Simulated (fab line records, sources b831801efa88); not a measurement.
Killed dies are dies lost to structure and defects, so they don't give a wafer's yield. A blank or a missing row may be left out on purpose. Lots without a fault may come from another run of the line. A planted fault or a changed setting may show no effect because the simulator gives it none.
fab line records | flow sky130
record lots=6 wafers=18 last_day=50
route steps=708 shown SD_P@359 RES_XHIGH@360 SALICIDE@361 LI_CONTACT@362 PAD_OPEN@708
lots that met no fault: from a run of the same line without faults
start_h: hours from the record's first day to the start of the lot's first wafer shown | wait_h: hours since the lot's step before | " the same as in the row above | L1.1+2: a row that stands for several wafers | - no value, or no start given | * or withheld: withheld | < > ~ a bound
route shown NAME@n: a module of which the file shows steps, and the number in the route of the first | usual: mean/standard deviation of fault-free wafers | same: alike in all rows | chamber/n: place in a boat | sites: the reading at each site | _std_site: their standard deviation | _edge_site: outer sites' mean less inner sites' | radius_mm: how far each site lies from the wafer's centre | mask NAME#n: copy n | behind: the tool/chamber that last shaped the wafer | hold: why the lot was held/for how many hours/how that ended | device: the transistor (n, p or np) that didn't switch | end of line: the same wafers' tests at the end of the route | a step without rows: its recipe alone | killed: dies lost to structure and defects at the first sort, not the wafer's yield | map: a wafer's dies, x killed, . not, _ none there
set.NAME: the setting as run; set.NAME@STEP: as run at that earlier step | model.NAME: the simulator's own value behind a step, which no gauge read
lots at some steps of the route; a table a step, a row a wafer
services: from which hour (start_h, from the record's first day; less than 0 if before it) a tool's chamber was out of use, for how many hours, and why
## steps
# step SKY_SD_N_RS_MEAS_17
# recipe thk_meas_gauge=four-point-probe
# usual SD_P_RS=147.0/0.36
# columns lot.wafer tool chamber start_h wait_h SD_P_RS[ohm/sq]
L551.2 film_metro-02 - 674.94 0.1 147.1
L551.5 " - " " 147.4
L551.6 " - " " 146.8
L557.3 film_metro-04 - 725.67 0.1 147.3
L557.5 " - " " 147.1
L557.6 " - " " 147.0
L563.1 film_metro-03 - 780.27 0.1 147.4
L563.4 " - " " 147.0
L563.6 " - " " 147.1
L564.1 film_metro-02 - 780.63 0.1 147.3
L564.2 " - " " 147.1
L564.4 " - " " 147.4
L565.2 film_metro-04 - 786.88 0.1 147.6
L565.4 " - " " 147.1
L565.5 " - " " 147.4
L571.1 film_metro-03 - 842.94 0.1 147.2
L571.3 " - " " 147.1
L571.6 " - " " 147.3
# step SKY_SD_N_RS_MEAS_18
# recipe thk_meas_gauge=four-point-probe
# usual RES_XHIGH_RS=330.7/1.4
# columns lot.wafer tool chamber start_h wait_h RES_XHIGH_RS[ohm/sq]
L551.2 film_metro-02 - 675.06 0.1 331.6
L551.5 " - " " 331.2
L551.6 " - " " 332.1
L557.3 film_metro-04 - 725.79 0.1 330.1
L557.5 " - " " 331.0
L557.6 " - " " 330.0
L563.1 film_metro-03 - 780.39 0.1 331.3
L563.4 " - " " 331.2
L563.6 " - " " 330.8
L564.1 film_metro-02 - 780.75 0.1 329.0
L564.2 " - " " 328.8
L564.4 " - " " 328.6
L565.2 film_metro-04 - 787.00 0.1 331.8
L565.4 " - " " 332.5
L565.5 " - " " 330.9
L571.1 film_metro-03 - 843.06 0.1 331.1
L571.3 " - " " 331.2
L571.6 " - " " 329.9
# step SKY_SALICIDE_CLEAN_00
# recipe chemistry=HF-last time_s=30 dilution=100:1 dry=ipa_marangoni
# step SKY_LI_CONTACT_HDPCVD_00
# recipe material=PSG target_thk_nm=930 sigma_open_frac=0.3 time_s=155 temp_c=600 sih4_flow_sccm=60 pressure_mtorr=6
# step SKY_LI_CONTACT_THK_MEAS_01
# recipe reads=PSG_of_LI_CONTACT_HDPCVD_00
# usual LI_CONTACT_HDPCVD_THK=925/8.2
# columns lot.wafer tool chamber start_h wait_h LI_CONTACT_HDPCVD_THK[nm]
L551.2 film_metro-02 - 675.29 0.1 929
L551.5 " - " " 924
L551.6 " - " " 930
L557.3 film_metro-04 - 726.01 0.1 940
L557.5 " - " " 931
L557.6 " - " " 930
L563.1 film_metro-04 - 780.63 0.1 926
L563.4 " - " " 925
L563.6 " - " " 917
L564.1 film_metro-04 - 780.99 0.1 928
L564.2 " - " " 927
L564.4 " - " " 922
L565.2 film_metro-02 - 787.23 0.1 925
L565.4 " - " " 906
L565.5 " - " " 924
L571.1 film_metro-04 - 843.30 0.1 922
L571.3 " - " " 906
L571.6 " - " " 913
# step SKY_LI_CONTACT_CMP_02
# recipe material=PSG down_force_psi=4 platen_rpm=60 pad_velocity_m_s=0.94248
# usual head_pressure_psi=4.000/0.01 motor_current_A=11.9/0.98 time_to_endpoint_s=33.0/2.3
# columns lot.wafer tool chamber start_h wait_h head_pressure_psi motor_current_A time_to_endpoint_s
L551.2 cmp-02 3 675.34 0.0 4.003 10.2 32.9
L551.6 " 3 " " 4.015 10.5 29.9
L551.5 " 0 " " 4.005 13.0 30.0
L557.3 cmp-02 2 726.15 0.1 4.013 12.4 36.5
L557.5 " 0 " " 4.002 12.7 33.4
L557.6 " 1 " " 4.000 13.2 36.3
L563.4 cmp-01 2 780.79 0.1 4.007 11.2 30.8
L563.1 " 3 " " 4.015 11.6 30.4
L563.6 " 1 " " 4.008 11.7 31.6
L564.2 cmp-02 0 781.05 0.0 4.008 13.4 33.3
L564.4 " 2 " " 3.991 12.5 33.5
L564.1 " 3 " " 4.006 10.0 35.4
L565.2 cmp-01 3 787.39 0.2 3.997 11.7 33.6
L565.4 " 1 " " 3.983 12.2 30.9
L565.5 " 3 " " 3.991 12.1 31.7
L571.3 cmp-02 2 843.41 0.1 4.018 12.1 30.9
L571.1 " 0 " " 3.978 12.9 32.8
L571.6 " 1 " " 3.999 12.4 32.7
# step SKY_LI_CONTACT_BOW_MEAS_03
# recipe mode=bow
# usual LI_CONTACT_BOW=58/6.6
# columns lot.wafer tool chamber start_h wait_h LI_CONTACT_BOW[um]
L551.2 film_metro-03 - 675.68 0.3 74
L551.5 " - " " 63
L551.6 " - " " 60
L557.3 film_metro-03 - 726.39 0.2 61
L557.5 " - " " 53
L557.6 " - " " 61
L563.1 film_metro-02 - 780.99 0.1 54
L563.4 " - " " 53
L563.6 " - " " 59
L564.1 film_metro-04 - 781.35 0.1 53
L564.2 " - " " 68
L564.4 " - " " 50
L565.2 film_metro-02 - 787.71 0.3 65
L565.4 " - " " 58
L565.5 " - " " 68
L571.1 film_metro-03 - 843.66 0.1 61
L571.3 " - " " 60
L571.6 " - " " 51
# step SKY_LI_CONTACT_DEHYDRATE_04
# recipe temp_c=200 time_s=60
# step SKY_LI_CONTACT_HMDS_05
# recipe prime_time_s=60 prime_temp_c=120
# step SKY_LI_CONTACT_COAT_06
# recipe resist=BARC temp_c=withheld time_s=withheld spin_rpm=3000 resist_thk_nm=60
# step SKY_LI_CONTACT_COAT_07
# recipe resist=KrF-thick spin_rpm=3000 resist_thk_nm=450
# step SKY_LI_CONTACT_SOFTBAKE_08
# recipe temp_c=100 time_s=90 resist=KrF-thick
# step SKY_LI_CONTACT_EXPOSE_09
# recipe mask_id=LICM1 na=0.8 source_shape=annular sigma_inner=0.55 sigma_outer=0.85 target_cd_nm=170 dose_mj=38
# usual stage_vel_mm_s=500.00/0.22
# same sigma_outer=0.85
# columns lot.wafer tool chamber start_h wait_h mask stage_vel_mm_s
L551.2 krf_scanner-02 0 690.16 - LICM1#0 500.25
L551.5 " 0 " " LICM1#0 500.24
L551.6 " 0 " " LICM1#0 500.03
L557.3 krf_scanner-02 0 740.50 - LICM1#0 499.86
L557.5 " 0 " " LICM1#0 500.11
L557.6 " 0 " " LICM1#0 499.82
L563.1 krf_scanner-01 0 794.35 - LICM1#0 500.25
L563.4 " 0 " " LICM1#0 500.04
L563.6 " 0 " " LICM1#0 500.16
L564.1 krf_scanner-02 0 794.59 - LICM1#0 500.31
L564.2 " 0 " " LICM1#0 500.38
L564.4 " 0 " " LICM1#0 500.50
L565.2 krf_scanner-02 0 800.54 - LICM1#0 499.60
L565.4 " 0 " " LICM1#0 500.08
L565.5 " 0 " " LICM1#0 499.70
L571.1 krf_scanner-01 0 856.92 - LICM1#0 500.17
L571.3 " 0 " " LICM1#0 500.34
L571.6 " 0 " " LICM1#0 499.94
# step SKY_LI_CONTACT_PEB_10
# recipe peb_temp_c=withheld peb_time_s=withheld resist=KrF-thick
# step SKY_LI_CONTACT_DEVELOP_11
# recipe develop_time_s=60 resist=KrF-thick dev_temp_c=21
# step SKY_LI_CONTACT_CD_MEAS_12
# recipe target_cd_nm=170
# usual cd_nm=170.9/1.3
# columns lot.wafer tool chamber start_h wait_h cd_nm
L551.2 cd_sem-02 - 704.63 - 170.7
L551.5 " - " " 170.2
L551.6 " - " " 170.9
L557.3 cd_sem-02 - 754.76 - 170.7
L557.5 " - " " 169.9
L557.6 " - " " 169.6
L563.1 cd_sem-02 - 807.42 - 172.0
L563.4 " - " " 171.2
L563.6 " - " " 171.0
L564.1 cd_sem-01 - 807.44 - 169.6
L564.2 " - " " 165.7
L564.4 " - " " 167.9
L565.2 cd_sem-01 - 813.56 - 169.6
L565.4 " - " " 169.7
L565.5 " - " " 172.5
L571.1 cd_sem-02 - 870.27 - 170.7
L571.3 " - " " 171.2
L571.6 " - " " 171.0
# step SKY_LI_CONTACT_OVL_MEAS_13
# usual LI_CONTACT_OVL=-3/4.5
# columns lot.wafer tool chamber start_h wait_h LI_CONTACT_OVL[nm]
L551.2 overlay-01 - 704.74 0.1 0
L551.5 " - " " -5
L551.6 " - " " -1
L557.3 overlay-02 - 754.85 0.1 -12
L557.5 " - " " -5
L557.6 " - " " -8
L563.1 overlay-01 - 807.54 0.1 -4
L563.4 " - " " -11
L563.6 " - " " 0
L564.1 overlay-02 - 807.56 0.1 5
L564.2 " - " " 3
L564.4 " - " " 5
L565.2 overlay-01 - 813.67 0.1 -6
L565.4 " - " " -3
L565.5 " - " " 0
L571.1 overlay-02 - 870.39 0.1 -3
L571.3 " - " " -3
L571.6 " - " " -8
# step SKY_LI_CONTACT_ETCH_14
# recipe chemistry=N2/H2 target=BARC ion_energy_ev=200 source_w=500 bias_w=100 pressure_mtorr=30 n2_flow_sccm=100 h2_flow_sccm=200 stop_on=SiO2 time_s=45.9 target_depth_a=600
# usual chamber_pressure_mTorr=29.998/0.027 drypump_motor_current_A=5.6/0.47 oes_product_au=0.855/0.0051 throttle_valve_pct=13.226/0.0085
# columns lot.wafer tool chamber start_h wait_h chamber_pressure_mTorr drypump_motor_current_A oes_product_au rf_hours_counter_h throttle_valve_pct model.LI_CONTACT.cd_nm
L551.2 rie_diel-01 3 704.77 0.0 30.023 5.5 0.859 3 13.220 171.4
L551.5 " 3 " " 29.993 5.5 0.860 - 13.222 170.5
L551.6 " 2 " " 30.010 5.7 0.855 - 13.229 170.3
L557.3 rie_diel-02 1 754.87 0.0 30.011 6.7 0.852 11 13.237 170.8
L557.5 " 0 " " 30.047 5.5 0.859 - 13.216 170
L557.6 " 3 " " 30.010 6.0 0.856 - 13.218 169.5
L563.1 rie_diel-04 0 807.58 0.0 30.002 5.5 0.856 8 13.218 172.6
L563.4 " 1 " " 30.036 5.9 0.850 9 13.217 170.9
L563.6 " 1 " " 30.047 5.9 0.862 - 13.230 170.7
L564.1 rie_diel-01 1 807.60 0.0 30.038 5.1 0.854 3 13.220 169.8
L564.2 " 0 " " 29.989 5.9 0.854 5 13.210 165.1
L564.4 " 3 " " 29.972 5.5 0.851 - 13.218 168.4
L565.2 rie_diel-01 2 813.70 0.0 29.947 5.7 0.856 8 13.233 169.4
L565.4 " 1 " " 30.036 5.1 0.853 3 13.232 169.9
L565.5 " 1 " " 30.045 5.1 0.857 - 13.232 172.5
L571.1 rie_diel-04 3 870.43 0.0 30.040 5.1 0.852 5 13.247 170.4
L571.3 " 2 " " 29.972 4.9 0.848 18 13.225 171.9
L571.6 " 1 " " 29.982 5.9 0.853 - 13.211 170.9
# step SKY_LI_CONTACT_ETCH_15
# recipe target=PSG chemistry=C4F8/O2/Ar stop_on=Si taper_deg=4.15 mask_material=KrF-thick source_w=1500 bias_w=1200 pressure_mtorr=40 c4f8_flow_sccm=withheld O2_flow_sccm=6 Ar_flow_sccm=300 time_s=withheld target_depth_a=6000
# usual chamber_pressure_mTorr=40.00/0.038 oes_product_au=0.837/0.0041
# columns lot.wafer tool chamber start_h wait_h chamber_pressure_mTorr oes_product_au model.LI_CONTACT.cd_nm
L551.2 rie_diel-01 3 704.81 0.0 40.10 0.840 171.2
L551.5 " 3 " " 40.02 0.838 170.3
L551.6 " 2 " " 39.99 0.832 170
L557.3 rie_diel-02 1 754.92 0.0 40.02 0.835 170.9
L557.5 " 0 " " 39.94 0.834 170.4
L557.6 " 3 " " 40.00 0.840 169.2
L563.1 rie_diel-04 0 807.62 0.0 40.01 0.838 172.1
L563.4 " 1 " " 40.03 0.835 170.5
L563.6 " 1 " " 39.99 0.837 170.3
L564.1 rie_diel-01 1 807.64 0.0 40.00 0.838 169.7
L564.2 " 0 " " 40.01 0.838 165.3
L564.4 " 3 " " 39.96 0.837 168.4
L565.2 rie_diel-01 2 813.74 0.0 40.01 0.842 169
L565.4 " 1 " " 40.04 0.841 169.8
L565.5 " 1 " " 40.04 0.832 172.4
L571.1 rie_diel-04 3 870.47 0.0 40.06 0.832 170.8
L571.3 " 2 " " 40.00 0.837 171.6
L571.6 " 1 " " 40.00 0.839 170.7
# step SKY_LI_CONTACT_STRIP_16
# recipe chemistry=O2/N2 power_w=1400 pressure_mtorr=1500 platen_temp_c=withheld o2_flow_sccm=3000 n2_flow_sccm=300 overash_fraction=0.5
# usual chamber_pressure_mTorr=1500.2/1.4 drypump_motor_current_A=5.8/0.31 oes_product_au=0.375/0.0048 strip_time_to_endpoint_s=3.486/0.028
# columns lot.wafer tool chamber start_h wait_h chamber_pressure_mTorr drypump_motor_current_A oes_product_au rf_hours_counter_h strip_time_to_endpoint_s
L551.2 plasma_asher-01 1 704.90 - 1501.9 6.0 0.383 25 3.519
L551.5 " 0 " " 1499.6 6.5 0.375 - 3.526
L551.6 " 1 " " 1498.6 6.0 0.376 - 3.537
L557.3 plasma_asher-03 1 755.04 - 1500.7 5.7 0.379 - 3.455
L557.5 " 0 " " 1502.5 5.7 0.379 - 3.488
L557.6 " 1 " " 1498.9 5.7 0.372 - 3.476
L563.1 plasma_asher-04 1 807.71 - 1500.2 5.5 0.375 71 3.442
L563.4 " 0 " " 1501.1 5.9 0.370 - 3.456
L563.6 " 0 " " 1498.8 5.8 0.382 - 3.472
L564.1 plasma_asher-03 1 807.73 - 1500.3 5.7 0.376 91 3.457
L564.2 " 0 " " 1499.5 5.7 0.379 91 3.493
L564.4 " 1 " " 1500.5 5.7 0.390 - 3.472
L565.2 plasma_asher-04 1 813.83 - 1498.4 5.5 0.371 72 3.551
L565.4 " 0 " " 1501.6 5.9 0.376 - 3.544
L565.5 " 0 " " 1500.4 5.8 0.370 - 3.525
L571.1 plasma_asher-01 1 870.56 - 1502.3 6.0 0.378 40 3.503
L571.3 " 0 " " 1501.1 6.5 0.378 - 3.479
L571.6 " 0 " " 1500.1 6.5 0.375 - 3.487
# step SKY_PAD_OPEN_PROBE_99
# usual killed_at_M0_to_M3=44/7.5 killed_at_M4_up=3.1/1.7 killed_at_contacts=24/6.2 killed_at_front_end=15/4.2 killed_at_other=0.4/0.58 killed_dies=85/10 killed_open=47/7.7 killed_short=38/6.4
# same gross_dies=492 killed_at_back_side=0
# columns lot.wafer tool chamber start_h wait_h killed_at_M0_to_M3 killed_at_M4_up killed_at_contacts killed_at_front_end killed_at_other killed_dies killed_open killed_short model.etest.licon_pdiff.rc_ohm model.etest.licon_ndiff.rc_ohm
L551.2 prober-02 - 1094.41 0.1 36 5 20 13 0 74 38 36 573.3 181.7
L551.5 prober-02 - 1094.56 0.2 39 2 19 9 0 69 35 34 583.2 179.1
L551.6 prober-02 - 1094.61 0.2 33 5 23 16 1 78 39 39 580.6 182.8
L557.3 prober-02 - 1130.00 0.2 48 5 30 13 0 96 53 43 585.6 181.7
L557.5 prober-02 - 1130.10 0.2 39 5 25 14 0 83 51 31 600.8 180.1
L557.6 prober-02 - 1130.15 0.2 41 6 26 11 2 86 44 42 588 183.3
L563.1 prober-02 - 1166.18 0.1 52 5 21 15 0 93 48 45 578.2 180.7
L563.4 prober-02 - 1166.33 0.2 53 5 22 18 0 98 55 43 581 167.9
L563.6 prober-02 - 1166.43 0.2 58 4 42 15 0 119 74 45 583.4 178.3
L564.1 prober-01 - 1167.59 0.1 46 5 19 9 0 79 44 35 582.2 182.8
L564.2 prober-01 - 1167.64 0.1 59 0 18 9 0 86 39 47 621 190
L564.4 prober-01 - 1167.74 0.2 34 4 28 16 0 82 46 36 601.9 189.3
L565.2 prober-02 - 1171.75 0.1 43 2 27 15 0 87 42 45 596.4 196.4
L565.4 prober-02 - 1171.85 0.2 51 3 27 16 1 98 57 41 571.3 186.1
L565.5 prober-02 - 1171.90 0.2 42 2 35 21 1 101 60 41 561.4 185.5
L571.1 prober-01 - 1207.99 0.1 64 1 24 15 0 104 55 49 577 178.6
L571.3 prober-01 - 1208.09 0.2 45 3 34 12 1 95 60 35 566.4 175.6
L571.6 prober-01 - 1208.24 0.2 39 3 26 17 0 85 46 39 571.4 179.3
# killed by level:class
L551.2 LI_CONTACT:geometric_particle:open=7 VIA2:geometric_particle:open=7 CONTACT:geometric_particle:open=7 VIA1:geometric_particle:open=7 FIELD_ISO:geometric_particle:short=5 METAL1:geometric_particle:short=5 VIA2:geometric_particle:short=5 VIA3:geometric_particle:short=5
L551.5 CONTACT:geometric_particle:open=9 METAL1:geometric_particle:short=6 METAL2:geometric_particle:short=6 LI_CONTACT:geometric_particle:open=5 VIA1:geometric_particle:short=5 VIA2:geometric_particle:open=5 VIA3:geometric_particle:short=4 VIA1:geometric_particle:open=4
L551.6 CONTACT:geometric_particle:open=8 CONTACT:geometric_particle:short=7 VIA1:geometric_particle:open=6 VIA3:geometric_particle:open=6 FIELD_ISO:geometric_particle:open=5 METAL1:geometric_particle:short=4 METAL2:geometric_particle:short=4 METAL4:geometric_particle:short=4
L557.3 VIA1:geometric_particle:open=15 CONTACT:geometric_particle:open=14 LOCAL_INTERCONNECT:geometric_particle:short=8 METAL1:geometric_particle:short=8 VIA3:geometric_particle:open=8 VIA1:geometric_particle:short=6 METAL4:geometric_particle:short=5 POLY_GATE:geometric_particle:open=4
L557.5 VIA1:geometric_particle:open=10 LI_CONTACT:geometric_particle:open=8 CONTACT:geometric_particle:open=7 CONTACT:geometric_particle:short=5 VIA3:geometric_particle:short=5 VIA2:geometric_particle:open=5 VIA3:geometric_particle:open=5 VIA1:geometric_particle:short=4
L557.6 VIA1:geometric_particle:open=11 CONTACT:geometric_particle:open=9 LOCAL_INTERCONNECT:geometric_particle:short=6 CONTACT:geometric_particle:short=6 METAL2:geometric_particle:short=6 VIA2:geometric_particle:short=5 VIA3:geometric_particle:open=4 POLY_GATE:geometric_particle:open=3
L563.1 VIA1:geometric_particle:open=10 VIA2:geometric_particle:open=9 VIA3:geometric_particle:open=8 METAL2:geometric_particle:short=7 FIELD_ISO:geometric_particle:short=5 CONTACT:geometric_particle:short=5 CONTACT:geometric_particle:open=5 METAL1:geometric_particle:short=5
L563.4 VIA1:geometric_particle:open=15 LI_CONTACT:geometric_particle:open=10 METAL2:geometric_particle:short=9 CONTACT:geometric_particle:short=7 FIELD_ISO:geometric_particle:short=6 VIA2:geometric_particle:open=6 VIA3:geometric_particle:open=6 METAL1:geometric_particle:short=5
L563.6 CONTACT:geometric_particle:open=16 VIA1:geometric_particle:open=12 LI_CONTACT:geometric_particle:open=11 VIA2:geometric_particle:open=11 VIA3:geometric_particle:open=9 CONTACT:geometric_particle:short=6 VIA3:geometric_particle:short=6 FIELD_ISO:geometric_particle:open=5
L564.1 VIA1:geometric_particle:open=10 VIA3:geometric_particle:open=9 CONTACT:geometric_particle:open=8 METAL2:geometric_particle:short=7 LI_CONTACT:geometric_particle:open=5 VIA2:geometric_particle:open=5 METAL4:geometric_particle:short=5 CONTACT:geometric_particle:short=4
L564.2 VIA1:geometric_particle:open=9 CONTACT:geometric_particle:open=8 VIA1:geometric_particle:short=8 METAL1:geometric_particle:short=7 VIA2:geometric_particle:open=7 CONTACT:geometric_particle:short=6 METAL2:geometric_particle:short=6 METAL3:geometric_particle:short=6
L564.4 CONTACT:geometric_particle:open=13 VIA1:geometric_particle:open=10 METAL2:geometric_particle:short=8 POLY_GATE:geometric_particle:open=5 LOCAL_INTERCONNECT:geometric_particle:short=5 FIELD_ISO:geometric_particle:short=4 VIA2:geometric_particle:open=4 LI_CONTACT:geometric_particle:open=3
L565.2 CONTACT:geometric_particle:open=10 VIA1:geometric_particle:open=7 LOCAL_INTERCONNECT:geometric_particle:short=6 VIA3:geometric_particle:short=6 METAL2:geometric_particle:short=6 FIELD_ISO:geometric_particle:short=5 POLY_GATE:geometric_particle:open=4 LI_CONTACT:geometric_particle:short=4
L565.4 CONTACT:geometric_particle:open=11 VIA2:geometric_particle:open=11 VIA1:geometric_particle:open=10 METAL1:geometric_particle:short=9 VIA3:geometric_particle:open=8 LI_CONTACT:geometric_particle:open=6 POLY_GATE:geometric_particle:short=5 CONTACT:geometric_particle:short=5
L565.5 CONTACT:geometric_particle:open=17 LI_CONTACT:geometric_particle:open=9 VIA3:geometric_particle:open=9 VIA1:geometric_particle:open=8 FIELD_ISO:geometric_particle:open=6 FIELD_ISO:geometric_particle:short=6 METAL2:geometric_particle:short=6 VIA3:geometric_particle:short=6
L571.1 VIA1:geometric_particle:open=11 VIA3:geometric_particle:open=10 VIA2:geometric_particle:open=9 METAL2:geometric_particle:short=9 LI_CONTACT:geometric_particle:open=8 CONTACT:geometric_particle:open=6 METAL1:geometric_particle:short=6 POLY_GATE:geometric_particle:short=5
L571.3 CONTACT:geometric_particle:open=20 VIA1:geometric_particle:open=10 VIA2:geometric_particle:open=10 LI_CONTACT:geometric_particle:open=6 METAL1:geometric_particle:short=5 VIA3:geometric_particle:open=5 POLY_GATE:geometric_particle:short=4 CONTACT:geometric_particle:short=4
L571.6 CONTACT:geometric_particle:open=13 VIA1:geometric_particle:open=9 VIA3:geometric_particle:open=8 POLY_GATE:geometric_particle:short=6 POLY_GATE:geometric_particle:open=5 VIA2:geometric_particle:open=5 CONTACT:geometric_particle:short=5 FIELD_ISO:geometric_particle:short=4
## services
# columns tool chamber start_h hours kind
krf_scanner-02 - 651.56 1.3 pm
krf_scanner-01 - 653.16 4.0 pm
cmp-01 - 657.60 3.7 pm
rie_diel-02 - 662.93 0.4 repair
cmp-01 - 666.83 2.2 repair
krf_scanner-02 - 695.81 0.8 pm
cmp-01 - 702.38 3.8 repair
krf_scanner-02 - 703.44 5.7 repair
krf_scanner-01 - 709.19 1.0 pm
krf_scanner-02 - 717.68 16.5 repair
rie_diel-01 2 724.95 10.0 repair
rie_diel-01 2 752.50 2.7 repair
cmp-02 - 760.87 7.6 pm
cmp-02 - 777.06 0.4 repair
cmp-02 - 787.01 1.3 repair
rie_diel-01 2 804.33 4.3 repair
krf_scanner-02 - 819.65 1.0 pm
krf_scanner-02 - 829.10 1.3 pm
cmp-02 - 844.74 3.4 pm
cmp-02 - 852.67 2.3 repair
cmp-02 - 861.98 1.3 repair
krf_scanner-02 - 864.61 0.8 pm
krf_scanner-02 - 867.23 0.3 repair
krf_scanner-02 - 869.89 4.9 repair
## key
first_sign none at tools or gauges
model_effect step=SKY_LI_CONTACT_ETCH_14 value=LI_CONTACT.cd_nm without=172.4 struck=169.2
model_effect step=SKY_LI_CONTACT_ETCH_15 value=LI_CONTACT.cd_nm without=172.3 struck=169.1
model_effect step=SKY_PAD_OPEN_PROBE_99 value=etest.licon_pdiff.rc_ohm without=571.8 struck=589
met_at SKY_LI_CONTACT_EXPOSE_09
struck_wafers L564.1,L564.2,L564.4,L565.2,L565.4,L565.5
tester_left_out L564,L565
onset_between 740.50 794.59
also_fits SKY_LI_CONTACT_ETCH_14:rie_diel-01
fault kind=process_parameter_drift tool=krf_scanner-02 chamber=- onset_h=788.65 steps=SKY_LI_CONTACT_EXPOSE_09 channel=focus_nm offset=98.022 spread_by_wafer=0.3 shape=step end_h=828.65
# tester_left_out: of these lots the tester's yield and bins aren't shown, on N5 and GAA mostly nor the transistor test; their killed dies are dies lost to structure and defects alone, not to doping, threshold or leakage, so they don't give the yield
